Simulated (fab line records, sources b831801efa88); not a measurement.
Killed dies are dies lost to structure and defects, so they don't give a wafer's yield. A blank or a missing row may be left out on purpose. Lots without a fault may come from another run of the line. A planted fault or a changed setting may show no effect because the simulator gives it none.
A struck lot beside a sound one | flow gf180mcu | 15 steps out of a route of 602
Sound: wafers L287.1, L287.5, L287.6. Struck: wafers L298.2, L298.3, L298.6. The cause comes at the end.
At each step with rows: each side's tool, then ch and its chambers, then its first start. Under that, the readings that differ: sound wafers | struck wafers | difference of the means | sigmas: that difference in standard deviations of wafers without a fault.
alike: readings whose means differ by less than 2 such deviations, and words and numbers that are the same on both sides. not compared: withheld readings, readings that some wafer has no value for, bounds like >300 that may hide the same value, and numbers for which the record gives no deviation and whose values overlap.
The two part at a step that has a row with sigmas, a row that says differs or no value, or rows on one side only. Numbers that don't overlap but have no deviation are shown without sigmas and don't part them. A reading that every wafer of one side lacks parts them only if that side has two wafers or more.

GF_M3_SPUTTER_04: material TiN, target thk 50 nm, time 41.7 s.
  sound on pvd_sputter-04, day 21 10:32; struck on pvd_sputter-04, day 26 01:00
  alike: throttle_valve_pct
GF_M3_RS_MEAS_05: measures by four-point-probe.
  sound on film_metro-01, day 21 10:35; struck on film_metro-04, day 26 01:04
  alike: M3_ALCU_RS
GF_M3_THK_MEAS_06: measures by xrf.
  sound on film_metro-01, day 21 10:42; struck on film_metro-04, day 26 01:10
  alike: M3_ALCU_THK
then, 7 steps without rows for these wafers: GF_M3_DEHYDRATE_07 (time 60 s); GF_M3_HMDS_08 (prime time 60 s); GF_M3_COAT_09 (resist thk 1000 nm); GF_M3_SOFTBAKE_10 (time 60 s); GF_M3_EXPOSE_11 (exposes mask Metal3, target cd 280 nm); GF_M3_PEB_12 (peb time 90 s); GF_M3_DEVELOP_13 (develop time 60 s).
GF_M3_CD_MEAS_14: target cd 280 nm.
  sound on cd_sem-02, day 22 10:27; struck on cd_sem-02, day 26 22:16
  alike: cd_nm
GF_M3_OVL_MEAS_15:
  sound on overlay-02, day 22 10:34; struck on overlay-01, day 26 22:22
  reading     | sound    | struck | difference | sigmas
  M3_OVL (nm) | -8 -2 -4 | 6 8 5  | +11        | +3
GF_M3_METAL_ETCH_16: etches the open film in Cl2/BCl3, stops on SiO2, target depth 750.8 nm, time 121.9 s.
  sound on rie_metal-04 ch 0,1, day 22 10:36; struck on rie_metal-04 ch 0,1, day 26 22:24
  reading                             | sound                | struck               | difference | sigmas
  oes_product_au (a.u.)               | 0.997 0.998 0.997    | 0.723 0.722 0.729    | -0.273     | -43
  throttle_valve_pct (%)              | 28.217 28.220 28.240 | 28.520 28.503 28.525 | +0.290     | +29
  model.KrF_of_M3_COAT_09.thk_nm (nm) | 698.4 692.3 695.3    | 822.4 822.9 819.6    | +126.3     |
  alike: drypump_motor_current_A
  not compared: rf_hours_counter_h
GF_M3_STRIP_17: strips in O2/N2.
  sound on plasma_asher-01 ch 0,1, day 22 10:44; struck on plasma_asher-03 ch 0,1, day 26 22:32
  reading                      | sound             | struck            | difference | sigmas
  oes_product_au (a.u.)        | 0.544 0.544 0.538 | 0.588 0.593 0.591 | +0.049     | +10
  strip_time_to_endpoint_s (s) | 7.53 7.45 7.49    | 8.72 8.71 8.69    | +1.22      | +25
  alike: drypump_motor_current_A, heater_power_w
  not compared: rf_hours_counter_h
then, 1 step without rows for these wafers: GF_M3_STRIP_18 (strips in post etch residue remover, time 1200 s).

WHERE THEY PART
First at GF_M3_OVL_MEAS_15; last, within this record, at GF_M3_STRIP_17.

WHY: what the simulator had put in
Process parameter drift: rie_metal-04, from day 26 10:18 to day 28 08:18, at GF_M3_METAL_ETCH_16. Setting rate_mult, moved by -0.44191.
